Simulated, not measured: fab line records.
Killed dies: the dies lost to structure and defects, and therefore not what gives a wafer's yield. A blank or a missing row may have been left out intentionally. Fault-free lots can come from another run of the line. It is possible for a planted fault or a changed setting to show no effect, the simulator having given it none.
8D (eight disciplines) problem report, filled in by code | flow sky130 | the parts of the form that need people (team, actions taken, sign-off) are left out

1. THE ISSUE
Wafers free of any fault read 6.91 ohm/sq (standard deviation 0.083) for CAPM_TIN_RS at SKY_CAPM_RS_MEAS_03, against a mean of 8.98 ohm/sq on 6 wafers of 2 lots. That is +25 standard deviations from the usual mean.
The step: measures by four-point-probe.
The first sign was on wafer L964.2 at day 43 03:20, on film metro-01. The record has a number at this step for 30 wafers belonging to 10 lots. The rule behind "out" and "out of limits": a value lying over 4 standard deviations away from the usual mean. Any other wafer with a number is counted as sound.

2. WHAT IT IS, AND WHAT IT ISN'T
question                    | is                           | is not
which readings at this step | CAPM_TIN_RS                  | -
which lots                  | L964, L965                   | L943, L946, L947, L948, L949, L951, L952, L954
which wafers of those lots  | all that have a number       | -
read on which gauges        | film metro-01, film metro-03 | film metro-02
when                        | from day 43 03:20            | up to then (24 sound wafers)

3. SUSPECTS, AND WHAT RULES EACH OUT
Counting: a tool stays on the suspect list if, at a process step up to the reading, it processed all lots that are out and no sound lot following the first of them.
- the gauge at SKY_CAPM_RS_MEAS_03: ruled out. The wafers that are out were read on 2 gauges (film metro-01, film metro-03).
- pvd sputter-04 at SKY_CAPM_SPUTTER_02 (material TiN, target thk 200 nm, time 166.7 s): kept. Every lot that is out went through it, starting with L964 (day 43 03:13), and after that it ran no sound lot; the last sound lot it ran before then is L949 (day 38 20:47).
After counting, what remains is pvd sputter-04 at SKY_CAPM_SPUTTER_02.

4. THE CAUSE (what the simulator had put in)
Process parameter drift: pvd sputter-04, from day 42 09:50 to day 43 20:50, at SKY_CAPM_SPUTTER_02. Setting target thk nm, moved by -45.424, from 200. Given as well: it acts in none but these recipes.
Counting left only this tool.

5. THE EFFECT CHAIN, in route order
One row per reading whose mean, taken over the struck wafers that have a number, lies over 3 standard deviations from the usual. Only readings whose record carries a usual standard deviation are examined. hours: median over the lots of the time between each lot's start at the first step of this table that gives one and its start at this step. sigmas: the change, counted in usual standard deviations.
hours | step                   | reading            | usual       | on struck wafers | change | sigmas
0     | SKY_CAPM_RS_MEAS_03    | CAPM_TIN_RS        | 6.91 ohm/sq | 8.98             | +2.07  | +25
0     | SKY_CAPM_THK_MEAS_04   | CAPM_TIN_THK       | 198.4 nm    | 154.0            | -44.4  | -18
22    | SKY_CAPM_METAL_ETCH_13 | oes product au     | 0.941 a.u.  | 0.814            | -0.127 | -16
22    | SKY_CAPM_METAL_ETCH_13 | throttle valve pct | 21.903 %    | 21.979           | +0.076 | +7.9
The process steps in it:
- SKY_CAPM_METAL_ETCH_13: etches TiN in Cl2/BCl3, stops on SiO2, target depth 220 nm, time 62.9 s.

6. HOW IT WOULD HAVE BEEN CAUGHT EARLIER
The first out-of-limits reading at a measuring or inspecting step in this record came at day 43 03:20, 18 hours after the fault's start at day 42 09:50.
No tool reading at SKY_CAPM_SPUTTER_02 that has a usual standard deviation in the record was out on any struck wafer, so an alarm limit of 4 standard deviations on those readings would not have fired.
L965, from the lots that are out (2), started SKY_CAPM_SPUTTER_02 on pvd sputter-04 later than day 43 03:20. Holding the tool at that time would have saved it.
